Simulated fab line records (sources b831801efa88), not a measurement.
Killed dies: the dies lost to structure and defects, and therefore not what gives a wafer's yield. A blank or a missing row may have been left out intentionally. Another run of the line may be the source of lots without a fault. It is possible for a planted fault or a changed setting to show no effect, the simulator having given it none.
fab line records -- flow gf180mcu
record: lots: 24, wafers: 72, last-day: 34
route steps=602 shown HV_LDD@233 CONTACT@312 V2@398 V3@451 V5@542 PASSIVATION@590
lots that met no fault: from a run of the same line without faults
start-h: the number of hours between the record's first day and the start of the first shown wafer of the lot -- wait-h: hours from the lot's prior step to this one -- " identical to the entry in the row above -- L1.1+2: one row covering several wafers at once -- - no value, or no start given -- * or withheld: withheld -- < > ~ a bound
route shown NAME@n: NAME is a module with steps in the file, n the number in the route of the first one -- usual: mean/standard deviation of fault-free wafers -- same: alike in all rows -- chamber/n: place in a boat -- sites: each site's reading -- _std_site: the standard deviation of these -- _edge_site: inner sites' mean taken away from outer sites' mean -- radius-mm: for every site, how far away it sits from the centre of the wafer -- mask NAME#n: copy n -- behind: the last tool/chamber to shape the wafer -- hold: the reason the lot was held/the length of the hold in hours/how it ended -- device: which transistor (n, p or np) failed to switch -- end of line: the tests these same wafers got at the end of their route -- where a step has no rows: the recipe by itself -- killed: count of dies lost to structure and defects at first sort (not the wafer's yield) -- map: dies across one wafer; x = killed, . = not, _ = none there
set.NAME: the run value of the setting; set.NAME@STEP: its run value at that earlier step -- model.NAME: the simulator's own value behind a step, which no gauge read
steps of the route over a sample of lots; a table a step, a row a wafer
services: the hour from which a tool's chamber was out of use, counted from the record's first day as start-h (under 0 if before that day), plus the number of hours and why
== steps ==
step: GF_HV_LDD_THK_MEAS_57
recipe: reads: Si3N4_of_HV_LDD_CVD_56
usual: HV_LDD_CVD_56_THK: 89.9/0.71
lot.wafer,tool,chamber,start-h,wait-h,HV_LDD_CVD_56_THK[nm]
L074.1,film-metro-02,-,274.35,0.0,89.7
L074.2,film-metro-02,-,274.35,0.0,88.5
L074.5,film-metro-02,-,274.35,0.0,89.1
L075.1,film-metro-03,-,285.86,0.0,91.2
L075.3,film-metro-03,-,285.86,0.0,90.5
L075.4,film-metro-03,-,285.86,0.0,91.1
L076.1,film-metro-01,-,292.07,0.0,90.4
L076.2,film-metro-01,-,292.07,0.0,89.7
L076.5,film-metro-01,-,292.07,0.0,90.5
L077.2,film-metro-03,-,298.42,0.0,89.8
L077.3,film-metro-03,-,298.42,0.0,89.8
L077.5,film-metro-03,-,298.42,0.0,89.9
L078.1,film-metro-01,-,306.07,0.0,90.6
L078.5,film-metro-01,-,306.07,0.0,90.8
L078.6,film-metro-01,-,306.07,0.0,90.2
L079.3,film-metro-01,-,318.75,0.0,89.9
L079.4,film-metro-01,-,318.75,0.0,89.8
L079.6,film-metro-01,-,318.75,0.0,90.3
L080.1,film-metro-01,-,322.97,0.0,90.2
L080.3,film-metro-01,-,322.97,0.0,89.4
L080.6,film-metro-01,-,322.97,0.0,90.1
L081.3,film-metro-02,-,334.28,0.0,90.5
L081.5,film-metro-02,-,334.28,0.0,89.5
L081.6,film-metro-02,-,334.28,0.0,90.1
L082.1,film-metro-01,-,341.14,0.0,89.2
L082.4,film-metro-01,-,341.14,0.0,89.6
L082.5,film-metro-01,-,341.14,0.0,89.5
L083.1,film-metro-02,-,352.01,0.0,90.1
L083.3,film-metro-02,-,352.01,0.0,89.9
L083.5,film-metro-02,-,352.01,0.0,90.3
L084.2,film-metro-01,-,358.18,0.0,89.0
L084.3,film-metro-01,-,358.18,0.0,89.3
L084.5,film-metro-01,-,358.18,0.0,89.2
L085.4,film-metro-03,-,366.99,0.0,89.2
L085.5,film-metro-03,-,366.99,0.0,89.0
L085.6,film-metro-03,-,366.99,0.0,89.0
L086.2,film-metro-03,-,371.83,0.0,91.0
L086.4,film-metro-03,-,371.83,0.0,90.1
L086.5,film-metro-03,-,371.83,0.0,90.9
L087.1,film-metro-02,-,382.81,0.0,89.7
L087.3,film-metro-02,-,382.81,0.0,89.4
L087.6,film-metro-02,-,382.81,0.0,89.8
L088.2,film-metro-03,-,386.08,0.0,89.2
L088.3,film-metro-03,-,386.08,0.0,88.9
L088.5,film-metro-03,-,386.08,0.0,88.8
L089.1,film-metro-01,-,399.71,0.0,91.4
L089.4,film-metro-01,-,399.71,0.0,91.4
L089.5,film-metro-01,-,399.71,0.0,91.4
L090.1,film-metro-01,-,402.46,0.0,89.2
L090.3,film-metro-01,-,402.46,0.0,90.2
L090.6,film-metro-01,-,402.46,0.0,89.7
L091.1,film-metro-03,-,413.70,0.0,90.3
L091.4,film-metro-03,-,413.70,0.0,90.6
L091.5,film-metro-03,-,413.70,0.0,90.8
L092.1,film-metro-01,-,422.60,0.0,89.9
L092.3,film-metro-01,-,422.60,0.0,90.6
L092.5,film-metro-01,-,422.60,0.0,90.2
L093.3,film-metro-02,-,431.18,0.0,88.8
L093.4,film-metro-02,-,431.18,0.0,89.0
L093.5,film-metro-02,-,431.18,0.0,89.1
L094.1,film-metro-02,-,435.96,0.0,90.5
L094.4,film-metro-02,-,435.96,0.0,90.0
L094.5,film-metro-02,-,435.96,0.0,91.1
L095.1,film-metro-01,-,448.71,0.0,89.2
L095.2,film-metro-01,-,448.71,0.0,89.4
L095.6,film-metro-01,-,448.71,0.0,89.3
L096.1,film-metro-02,-,456.70,0.0,89.5
L096.3,film-metro-02,-,456.70,0.0,89.3
L096.6,film-metro-02,-,456.70,0.0,88.8
L097.1,film-metro-01,-,467.30,0.0,90.0
L097.2,film-metro-01,-,467.30,0.0,89.8
L097.6,film-metro-01,-,467.30,0.0,90.2
step: GF_CONTACT_RS_MEAS_25
recipe: thk-meas-gauge: four-point-probe, reads: W_of_CONTACT_CVD_24+TiN_of_CONTACT_SPUTTER_23+Ti_of_CONTACT_SPUTTER_22
usual: CONTACT_W_RS: 0.380/0.0037
lot.wafer,tool,chamber,start-h,wait-h,CONTACT_W_RS[ohm/sq]
L074.1,film-metro-03,-,359.44,0.1,0.384
L074.2,film-metro-03,-,359.44,0.1,0.380
L074.5,film-metro-03,-,359.44,0.1,0.377
L075.1,film-metro-02,-,371.97,0.1,0.379
L075.3,film-metro-02,-,371.97,0.1,0.377
L075.4,film-metro-02,-,371.97,0.1,0.377
L076.1,film-metro-03,-,381.51,0.1,0.381
L076.2,film-metro-03,-,381.51,0.1,0.373
L076.5,film-metro-03,-,381.51,0.1,0.378
L077.2,film-metro-01,-,388.59,0.2,0.372
L077.3,film-metro-01,-,388.59,0.2,0.379
L077.5,film-metro-01,-,388.59,0.2,0.374
L078.1,film-metro-03,-,397.21,0.1,0.373
L078.5,film-metro-03,-,397.21,0.1,0.379
L078.6,film-metro-03,-,397.21,0.1,0.383
L079.3,film-metro-03,-,411.06,0.1,0.374
L079.4,film-metro-03,-,411.06,0.1,0.375
L079.6,film-metro-03,-,411.06,0.1,0.378
L080.1,film-metro-03,-,414.47,0.1,0.380
L080.3,film-metro-03,-,414.47,0.1,0.382
L080.6,film-metro-03,-,414.47,0.1,0.377
L081.3,film-metro-01,-,429.67,0.1,0.380
L081.5,film-metro-01,-,429.67,0.1,0.386
L081.6,film-metro-01,-,429.67,0.1,0.379
L082.1,film-metro-03,-,437.17,0.2,0.380
L082.4,film-metro-03,-,437.17,0.2,0.378
L082.5,film-metro-03,-,437.17,0.2,0.381
L083.1,film-metro-02,-,449.31,0.1,0.379
L083.3,film-metro-02,-,449.31,0.1,0.382
L083.5,film-metro-02,-,449.31,0.1,0.385
L084.2,film-metro-02,-,454.93,0.1,0.380
L084.3,film-metro-02,-,454.93,0.1,0.378
L084.5,film-metro-02,-,454.93,0.1,0.376
L085.4,film-metro-03,-,463.23,0.1,0.384
L085.5,film-metro-03,-,463.23,0.1,0.383
L085.6,film-metro-03,-,463.23,0.1,0.382
L086.2,film-metro-03,-,469.44,0.1,0.383
L086.4,film-metro-03,-,469.44,0.1,0.384
L086.5,film-metro-03,-,469.44,0.1,0.383
L087.1,film-metro-03,-,481.25,0.1,0.383
L087.3,film-metro-03,-,481.25,0.1,0.385
L087.6,film-metro-03,-,481.25,0.1,0.381
L088.2,film-metro-02,-,484.69,0.1,0.377
L088.3,film-metro-02,-,484.69,0.1,0.382
L088.5,film-metro-02,-,484.69,0.1,0.374
L089.1,film-metro-02,-,499.26,0.1,0.383
L089.4,film-metro-02,-,499.26,0.1,0.382
L089.5,film-metro-02,-,499.26,0.1,0.384
L090.1,film-metro-02,-,501.31,0.1,0.378
L090.3,film-metro-02,-,501.31,0.1,0.378
L090.6,film-metro-02,-,501.31,0.1,0.377
L091.1,film-metro-03,-,512.01,0.1,0.378
L091.4,film-metro-03,-,512.01,0.1,0.378
L091.5,film-metro-03,-,512.01,0.1,0.381
L092.1,film-metro-02,-,521.76,0.1,0.382
L092.3,film-metro-02,-,521.76,0.1,0.377
L092.5,film-metro-02,-,521.76,0.1,0.381
L093.3,film-metro-02,-,528.75,0.1,0.379
L093.4,film-metro-02,-,528.75,0.1,0.381
L093.5,film-metro-02,-,528.75,0.1,0.380
L094.1,film-metro-02,-,533.42,0.1,0.385
L094.4,film-metro-02,-,533.42,0.1,0.382
L094.5,film-metro-02,-,533.42,0.1,0.375
L095.1,film-metro-03,-,546.50,0.2,0.384
L095.2,film-metro-03,-,546.50,0.2,0.386
L095.6,film-metro-03,-,546.50,0.2,0.385
L096.1,film-metro-03,-,553.60,0.1,0.377
L096.3,film-metro-03,-,553.60,0.1,0.379
L096.6,film-metro-03,-,553.60,0.1,0.377
L097.1,film-metro-03,-,562.56,0.1,0.389
L097.2,film-metro-03,-,562.56,0.1,0.391
L097.6,film-metro-03,-,562.56,0.1,0.386
step: GF_V2_ETCH_16
recipe: chemistry: N2/H2, target-depth-a: withheld, overetch-a: withheld, time-s: withheld, target: BARC, ion-energy-ev: 200, source-w: 500, bias-w: 100, pressure-mtorr: 30, n2-flow-sccm: 100, h2-flow-sccm: 200
usual: drypump-motor-current-A: 5.6/0.31, oes-product-au: 0.854/0.0048, throttle-valve-pct: 13.224/0.0086
lot.wafer,tool,chamber,start-h,wait-h,drypump-motor-current-A,oes-product-au,throttle-valve-pct
L074.1,rie-diel-03,1,458.85,0.0,5.4,0.853,13.226
L074.2,rie-diel-03,3,458.85,0.0,6.1,0.844,13.220
L074.5,rie-diel-03,0,458.85,0.0,5.7,0.864,13.231
L075.1,rie-diel-03,2,472.45,0.0,5.3,0.856,13.225
L075.3,rie-diel-03,0,472.45,0.0,5.7,0.862,13.217
L075.4,rie-diel-03,3,472.45,0.0,6.1,0.857,13.237
L076.1,rie-diel-01,1,482.14,0.0,5.9,0.859,13.235
L076.2,rie-diel-01,2,482.14,0.0,5.9,0.843,13.228
L076.5,rie-diel-01,2,482.14,0.0,5.9,0.850,13.214
L077.2,rie-diel-04,0,489.10,0.0,5.5,0.859,13.214
L077.3,rie-diel-04,1,489.10,0.0,5.8,0.857,13.215
L077.5,rie-diel-04,1,489.10,0.0,5.8,0.851,13.221
L078.1,rie-diel-03,0,498.69,0.0,5.7,0.860,13.212
L078.5,rie-diel-03,2,498.69,0.0,5.3,0.856,13.226
L078.6,rie-diel-03,1,498.69,0.0,5.4,0.852,13.210
L079.3,rie-diel-03,3,512.10,0.0,6.1,0.860,13.235
L079.4,rie-diel-03,0,512.10,0.0,5.7,0.858,13.243
L079.6,rie-diel-03,1,512.10,0.0,5.4,0.860,13.227
L080.1,rie-diel-01,0,515.30,0.0,5.5,0.855,13.226
L080.3,rie-diel-01,2,515.30,0.0,5.9,0.861,13.227
L080.6,rie-diel-01,1,515.30,0.0,5.9,0.857,13.234
L081.3,rie-diel-04,2,528.40,0.0,5.3,0.851,13.238
L081.5,rie-diel-04,2,528.40,0.0,5.3,0.860,13.223
L081.6,rie-diel-04,3,528.40,0.0,6.1,0.859,13.235
L082.1,rie-diel-04,3,537.34,0.0,6.1,0.859,13.213
L082.4,rie-diel-04,2,537.34,0.0,5.2,0.861,13.231
L082.5,rie-diel-04,0,537.34,0.0,5.5,0.845,13.220
L083.1,rie-diel-03,0,548.50,0.0,5.7,0.847,13.235
L083.3,rie-diel-03,1,548.50,0.0,5.4,0.849,13.227
L083.5,rie-diel-03,1,548.50,0.0,5.4,0.853,13.212
L084.2,rie-diel-03,2,553.75,0.0,5.3,0.859,13.222
L084.3,rie-diel-03,3,553.75,0.0,6.1,0.857,13.236
L084.5,rie-diel-03,1,553.75,0.0,5.4,0.858,13.224
L085.4,rie-diel-01,1,561.47,0.0,5.9,0.848,13.215
L085.5,rie-diel-01,2,561.47,0.0,5.9,0.861,13.221
L085.6,rie-diel-01,0,561.47,0.0,5.5,0.849,13.227
L086.2,rie-diel-04,3,567.49,0.0,6.1,0.857,13.239
L086.4,rie-diel-04,0,567.49,0.0,5.5,0.861,13.233
L086.5,rie-diel-04,0,567.49,0.0,5.5,0.858,13.223
L087.1,rie-diel-03,3,577.78,0.0,6.1,0.855,13.224
L087.3,rie-diel-03,2,577.78,0.0,5.3,0.852,13.225
L087.6,rie-diel-03,2,577.78,0.0,5.3,0.860,13.222
L088.2,rie-diel-04,2,580.80,0.0,5.3,0.852,13.218
L088.3,rie-diel-04,2,580.80,0.0,5.3,0.850,13.226
L088.5,rie-diel-04,0,580.80,0.0,5.5,0.854,13.230
L089.1,rie-diel-04,1,593.40,0.0,5.7,0.856,13.227
L089.4,rie-diel-04,2,593.40,0.0,5.2,0.854,13.230
L089.5,rie-diel-04,0,593.40,0.0,5.5,0.858,13.229
L090.1,rie-diel-03,3,597.25,0.0,6.2,0.856,13.235
L090.3,rie-diel-03,1,597.25,0.0,5.4,0.852,13.229
L090.6,rie-diel-03,2,597.25,0.0,5.3,0.849,13.236
L091.1,rie-diel-03,0,605.05,0.0,5.7,0.851,13.248
L091.4,rie-diel-03,2,605.05,0.0,5.3,0.868,13.225
L091.5,rie-diel-03,1,605.05,0.0,5.4,0.860,13.237
L092.1,rie-diel-04,2,615.00,0.0,5.2,0.848,13.240
L092.3,rie-diel-04,3,615.00,0.0,6.1,0.849,13.224
L092.5,rie-diel-04,3,615.00,0.0,6.1,0.860,13.206
L093.3,rie-diel-03,0,620.04,0.0,5.7,0.863,13.223
L093.4,rie-diel-03,0,620.04,0.0,5.7,0.853,13.217
L093.5,rie-diel-03,2,620.04,0.0,5.3,0.862,13.222
L094.1,rie-diel-04,0,623.99,0.0,5.5,0.852,13.229
L094.4,rie-diel-04,2,623.99,0.0,5.2,0.861,13.235
L094.5,rie-diel-04,0,623.99,0.0,5.5,0.860,13.216
L095.1,rie-diel-04,0,635.64,0.0,5.5,0.850,13.220
L095.2,rie-diel-04,2,635.64,0.0,5.2,0.857,13.219
L095.6,rie-diel-04,0,635.64,0.0,5.5,0.851,13.219
L096.1,rie-diel-03,3,641.89,0.0,6.1,0.852,13.235
L096.3,rie-diel-03,0,641.89,0.0,5.7,0.857,13.227
L096.6,rie-diel-03,0,641.89,0.0,5.7,0.853,13.219
L097.1,rie-diel-01,2,649.49,0.0,5.9,0.854,13.210
L097.2,rie-diel-01,0,649.49,0.0,5.5,0.860,13.204
L097.6,rie-diel-01,3,649.49,0.0,5.8,0.848,13.218
step: GF_V3_SPUTTER_22
recipe: material: TiN, target-thk-nm: 10, chamber-pressure-pa: 5, power-w: 4000, time-s: 40
usual: throttle-valve-pct: 30.1/0.56
lot.wafer,tool,chamber,start-h,wait-h,throttle-valve-pct
L074.1,pvd-sputter-01,-,510.74,0.0,29.3
L074.2,pvd-sputter-01,-,510.74,0.0,29.9
L074.5,pvd-sputter-01,-,510.74,0.0,30.1
L075.1,pvd-sputter-01,-,523.91,0.0,30.4
L075.3,pvd-sputter-01,-,523.91,0.0,29.8
L075.4,pvd-sputter-01,-,523.91,0.0,30.1
L076.1,pvd-sputter-01,-,532.77,0.0,30.3
L076.2,pvd-sputter-01,-,532.77,0.0,29.9
L076.5,pvd-sputter-01,-,532.77,0.0,30.2
L077.2,pvd-sputter-02,-,539.55,0.0,30.9
L077.3,pvd-sputter-02,-,539.55,0.0,30.6
L077.5,pvd-sputter-02,-,539.55,0.0,30.5
L078.1,pvd-sputter-04,-,548.42,0.0,29.9
L078.5,pvd-sputter-04,-,548.42,0.0,30.0
L078.6,pvd-sputter-04,-,548.42,0.0,28.6
L079.3,pvd-sputter-01,-,560.76,0.0,29.8
L079.4,pvd-sputter-01,-,560.76,0.0,30.2
L079.6,pvd-sputter-01,-,560.76,0.0,30.4
L080.1,pvd-sputter-04,-,564.18,0.0,28.8
L080.3,pvd-sputter-04,-,564.18,0.0,30.4
L080.6,pvd-sputter-04,-,564.18,0.0,30.6
L081.3,pvd-sputter-02,-,576.17,0.0,30.8
L081.5,pvd-sputter-02,-,576.17,0.0,30.8
L081.6,pvd-sputter-02,-,576.17,0.0,30.9
L082.1,pvd-sputter-01,-,584.57,0.0,29.9
L082.4,pvd-sputter-01,-,584.57,0.0,30.3
L082.5,pvd-sputter-01,-,584.57,0.0,30.0
L083.1,pvd-sputter-01,-,596.20,0.0,29.9
L083.3,pvd-sputter-01,-,596.20,0.0,30.1
L083.5,pvd-sputter-01,-,596.20,0.0,30.4
L084.2,pvd-sputter-04,-,600.84,0.0,30.6
L084.3,pvd-sputter-04,-,600.84,0.0,30.4
L084.5,pvd-sputter-04,-,600.84,0.0,30.4
L085.4,pvd-sputter-04,-,608.17,0.0,30.2
L085.5,pvd-sputter-04,-,608.17,0.0,30.2
L085.6,pvd-sputter-04,-,608.17,0.0,28.6
L086.2,pvd-sputter-02,-,613.92,0.0,30.7
L086.4,pvd-sputter-02,-,613.92,0.0,29.9
L086.5,pvd-sputter-02,-,613.92,0.0,30.1
L087.1,pvd-sputter-01,-,622.91,0.0,30.3
L087.3,pvd-sputter-01,-,622.91,0.0,29.2
L087.6,pvd-sputter-01,-,622.91,0.0,29.3
L088.2,pvd-sputter-02,-,626.27,0.0,31.0
L088.3,pvd-sputter-02,-,626.27,0.0,30.4
L088.5,pvd-sputter-02,-,626.27,0.0,30.7
L089.1,pvd-sputter-01,-,638.62,0.0,29.8
L089.4,pvd-sputter-01,-,638.62,0.0,30.0
L089.5,pvd-sputter-01,-,638.62,0.0,29.8
L090.1,pvd-sputter-04,-,641.75,0.0,28.6
L090.3,pvd-sputter-04,-,641.75,0.0,30.0
L090.6,pvd-sputter-04,-,641.75,0.0,30.0
L091.1,pvd-sputter-02,-,648.76,0.0,30.5
L091.4,pvd-sputter-02,-,648.76,0.0,29.9
L091.5,pvd-sputter-02,-,648.76,0.0,30.6
L092.1,pvd-sputter-01,-,658.71,0.0,29.1
L092.3,pvd-sputter-01,-,658.71,0.0,30.1
L092.5,pvd-sputter-01,-,658.71,0.0,30.3
L093.3,pvd-sputter-02,-,664.17,0.0,30.7
L093.4,pvd-sputter-02,-,664.17,0.0,30.5
L093.5,pvd-sputter-02,-,664.17,0.0,30.3
L094.1,pvd-sputter-04,-,667.62,0.0,30.3
L094.4,pvd-sputter-04,-,667.62,0.0,30.4
L094.5,pvd-sputter-04,-,667.62,0.0,30.2
L095.1,pvd-sputter-02,-,678.26,0.0,30.6
L095.2,pvd-sputter-02,-,678.26,0.0,29.9
L095.6,pvd-sputter-02,-,678.26,0.0,30.3
L096.1,pvd-sputter-04,-,684.58,0.0,30.2
L096.3,pvd-sputter-04,-,684.58,0.0,28.7
L096.6,pvd-sputter-04,-,684.58,0.0,28.9
L097.1,pvd-sputter-02,-,691.67,0.0,30.9
L097.2,pvd-sputter-02,-,691.67,0.0,30.1
L097.6,pvd-sputter-02,-,691.67,0.0,30.9
step: GF_V5_CVD_02
recipe: material: SiO2, target-thk-nm: 1450, precursor: TEOS, temp-c: 400, time-s: 163.28, rf-w: 600
usual: heater-power-w: 624/100
lot.wafer,tool,chamber,start-h,wait-h,heater-power-w
L074.1,pecvd-01,2,603.82,0.1,614
L074.2,pecvd-01,1,603.82,0.1,641
L074.5,pecvd-01,1,603.82,0.1,711
L075.1,pecvd-02,2,616.22,0.1,660
L075.3,pecvd-02,1,616.22,0.1,782
L075.4,pecvd-02,0,616.22,0.1,488
L076.1,pecvd-02,1,623.87,0.1,735
L076.2,pecvd-02,2,623.87,0.1,666
L076.5,pecvd-02,1,623.87,0.1,830
L077.2,pecvd-02,1,630.14,0.0,839
L077.3,pecvd-02,0,630.14,0.0,473
L077.5,pecvd-02,0,630.14,0.0,574
L078.1,pecvd-04,1,636.77,0.1,602
L078.5,pecvd-04,0,636.77,0.1,754
L078.6,pecvd-04,1,636.77,0.1,649
L079.3,pecvd-04,0,648.76,0.0,654
L079.4,pecvd-04,1,648.76,0.0,543
L079.6,pecvd-04,0,648.76,0.0,725
L080.1,pecvd-04,1,651.64,0.1,655
L080.3,pecvd-04,0,651.64,0.1,648
L080.6,pecvd-04,0,651.64,0.1,724
L081.3,pecvd-01,1,662.67,0.0,717
L081.5,pecvd-01,1,662.67,0.0,569
L081.6,pecvd-01,0,662.67,0.0,529
L082.1,pecvd-02,0,669.61,0.1,532
L082.4,pecvd-02,2,669.61,0.1,682
L082.5,pecvd-02,0,669.61,0.1,590
L083.1,pecvd-02,1,681.57,0.1,822
L083.3,pecvd-02,2,681.57,0.1,673
L083.5,pecvd-02,0,681.57,0.1,492
L084.2,pecvd-01,2,684.92,0.0,701
L084.3,pecvd-01,0,684.92,0.0,586
L084.5,pecvd-01,0,684.92,0.0,653
L085.4,pecvd-04,0,691.63,0.1,598
L085.5,pecvd-04,1,691.63,0.1,541
L085.6,pecvd-04,2,691.63,0.1,551
L086.2,pecvd-01,0,697.12,0.0,652
L086.4,pecvd-01,1,697.12,0.0,572
L086.5,pecvd-01,2,697.12,0.0,687
L087.1,pecvd-04,0,706.96,0.1,725
L087.3,pecvd-04,1,706.96,0.1,634
L087.6,pecvd-04,2,706.96,0.1,434
L088.2,pecvd-04,2,708.52,0.0,537
L088.3,pecvd-04,0,708.52,0.0,679
L088.5,pecvd-04,2,708.52,0.0,432
L089.1,pecvd-04,0,719.16,0.1,702
L089.4,pecvd-04,1,719.16,0.1,674
L089.5,pecvd-04,2,719.16,0.1,501
L090.1,pecvd-04,1,722.68,0.1,688
L090.3,pecvd-04,2,722.68,0.1,513
L090.6,pecvd-04,2,722.68,0.1,439
L091.1,pecvd-01,0,727.66,0.1,660
L091.4,pecvd-01,2,727.66,0.1,552
L091.5,pecvd-01,0,727.66,0.1,540
L092.1,pecvd-02,0,738.11,0.1,623
L092.3,pecvd-02,1,738.11,0.1,828
L092.5,pecvd-02,1,738.11,0.1,868
L093.3,pecvd-04,1,742.46,0.0,589
L093.4,pecvd-04,2,742.46,0.0,429
L093.5,pecvd-04,0,742.46,0.0,716
L094.1,pecvd-04,1,746.77,0.1,543
L094.4,pecvd-04,1,746.77,0.1,617
L094.5,pecvd-04,2,746.77,0.1,423
L095.1,pecvd-01,1,754.36,0.1,699
L095.2,pecvd-01,0,754.36,0.1,631
L095.6,pecvd-01,0,754.36,0.1,521
L096.1,pecvd-02,1,759.51,0.1,792
L096.3,pecvd-02,0,759.51,0.1,551
L096.6,pecvd-02,0,759.51,0.1,604
L097.1,pecvd-04,2,766.82,0.1,468
L097.2,pecvd-04,0,766.82,0.1,747
L097.6,pecvd-04,2,766.82,0.1,533
step: GF_PASSIVATION_THK_MEAS_03
recipe: reads: Si3N4_of_PASSIVATION_CVD_02
usual: PASSIVATION_CVD_02_THK: 698/8.9
lot.wafer,tool,chamber,start-h,wait-h,PASSIVATION_CVD_02_THK[nm]
L074.1,film-metro-03,-,647.48,0.1,701
L074.2,film-metro-03,-,647.48,0.1,705
L074.5,film-metro-03,-,647.48,0.1,705
L075.1,film-metro-01,-,659.32,0.1,697
L075.3,film-metro-01,-,659.32,0.1,696
L075.4,film-metro-01,-,659.32,0.1,705
L076.1,film-metro-01,-,667.87,0.1,677
L076.2,film-metro-01,-,667.87,0.1,685
L076.5,film-metro-01,-,667.87,0.1,683
L077.2,film-metro-02,-,673.24,0.2,687
L077.3,film-metro-02,-,673.24,0.2,684
L077.5,film-metro-02,-,673.24,0.2,699
L078.1,film-metro-01,-,679.36,0.1,698
L078.5,film-metro-01,-,679.36,0.1,701
L078.6,film-metro-01,-,679.36,0.1,705
L079.3,film-metro-02,-,690.01,0.2,692
L079.4,film-metro-02,-,690.01,0.2,698
L079.6,film-metro-02,-,690.01,0.2,690
L080.1,film-metro-02,-,693.69,0.1,685
L080.3,film-metro-02,-,693.69,0.1,694
L080.6,film-metro-02,-,693.69,0.1,704
L081.3,film-metro-01,-,703.41,0.2,696
L081.5,film-metro-01,-,703.41,0.2,696
L081.6,film-metro-01,-,703.41,0.2,701
L082.1,film-metro-01,-,712.39,0.1,698
L082.4,film-metro-01,-,712.39,0.1,716
L082.5,film-metro-01,-,712.39,0.1,710
L083.1,film-metro-01,-,722.05,0.1,703
L083.3,film-metro-01,-,722.05,0.1,696
L083.5,film-metro-01,-,722.05,0.1,713
L084.2,film-metro-02,-,724.49,0.2,698
L084.3,film-metro-02,-,724.49,0.2,694
L084.5,film-metro-02,-,724.49,0.2,710
L085.4,film-metro-03,-,731.05,0.0,699
L085.5,film-metro-03,-,731.05,0.0,699
L085.6,film-metro-03,-,731.05,0.0,706
L086.2,film-metro-03,-,736.24,0.2,686
L086.4,film-metro-03,-,736.24,0.2,699
L086.5,film-metro-03,-,736.24,0.2,700
L087.1,film-metro-01,-,745.27,0.1,691
L087.3,film-metro-01,-,745.27,0.1,696
L087.6,film-metro-01,-,745.27,0.1,705
L088.2,film-metro-02,-,747.44,0.2,692
L088.3,film-metro-02,-,747.44,0.2,703
L088.5,film-metro-02,-,747.44,0.2,707
L089.1,film-metro-03,-,757.28,0.1,702
L089.4,film-metro-03,-,757.28,0.1,716
L089.5,film-metro-03,-,757.28,0.1,707
L090.1,film-metro-01,-,759.48,0.1,677
L090.3,film-metro-01,-,759.48,0.1,685
L090.6,film-metro-01,-,759.48,0.1,697
L091.1,film-metro-03,-,764.57,0.1,701
L091.4,film-metro-03,-,764.57,0.1,713
L091.5,film-metro-03,-,764.57,0.1,711
L092.1,film-metro-03,-,773.93,0.1,694
L092.3,film-metro-03,-,773.93,0.1,690
L092.5,film-metro-03,-,773.93,0.1,702
L093.3,film-metro-02,-,779.23,0.2,684
L093.4,film-metro-02,-,779.23,0.2,699
L093.5,film-metro-02,-,779.23,0.2,701
L094.1,film-metro-03,-,782.38,0.1,686
L094.4,film-metro-03,-,782.38,0.1,697
L094.5,film-metro-03,-,782.38,0.1,700
L095.1,film-metro-02,-,789.60,0.1,708
L095.2,film-metro-02,-,789.60,0.1,691
L095.6,film-metro-02,-,789.60,0.1,709
L096.1,film-metro-03,-,794.12,0.1,697
L096.3,film-metro-03,-,794.12,0.1,691
L096.6,film-metro-03,-,794.12,0.1,703
L097.1,film-metro-02,-,801.63,0.2,696
L097.2,film-metro-02,-,801.63,0.2,691
L097.6,film-metro-02,-,801.63,0.2,706
== services ==
tool,chamber,start-h,hours,kind
rie-diel-03,1,476.31,6.8,repair
rie-diel-04,3,486.98,11.3,repair
pecvd-02,-,510.34,14.9,repair
pecvd-04,0,517.18,4.0,repair
pecvd-02,-,532.16,1.4,repair
rie-diel-04,1,540.79,3.3,repair
rie-diel-04,-,548.26,0.4,repair
rie-diel-04,3,568.47,13.8,repair
rie-diel-04,1,573.56,9.2,repair
pecvd-04,-,591.12,14.0,pm
pvd-sputter-04,-,612.29,5.0,repair
rie-diel-03,1,616.49,27.2,repair
rie-diel-04,1,628.52,20.8,repair
rie-diel-04,2,630.63,3.7,repair
rie-diel-03,3,633.58,1.2,repair
pvd-sputter-02,-,636.51,1.5,repair
rie-diel-03,-,661.00,0.5,repair
pecvd-04,0,673.71,7.4,repair
rie-diel-04,1,676.63,9.2,repair
rie-diel-04,3,687.05,4.7,repair
rie-diel-04,-,688.92,6.2,repair
rie-diel-04,0,726.11,14.0,repair
rie-diel-04,-,734.16,2.0,repair
rie-diel-03,0,734.39,4.2,repair
== key ==
fault none
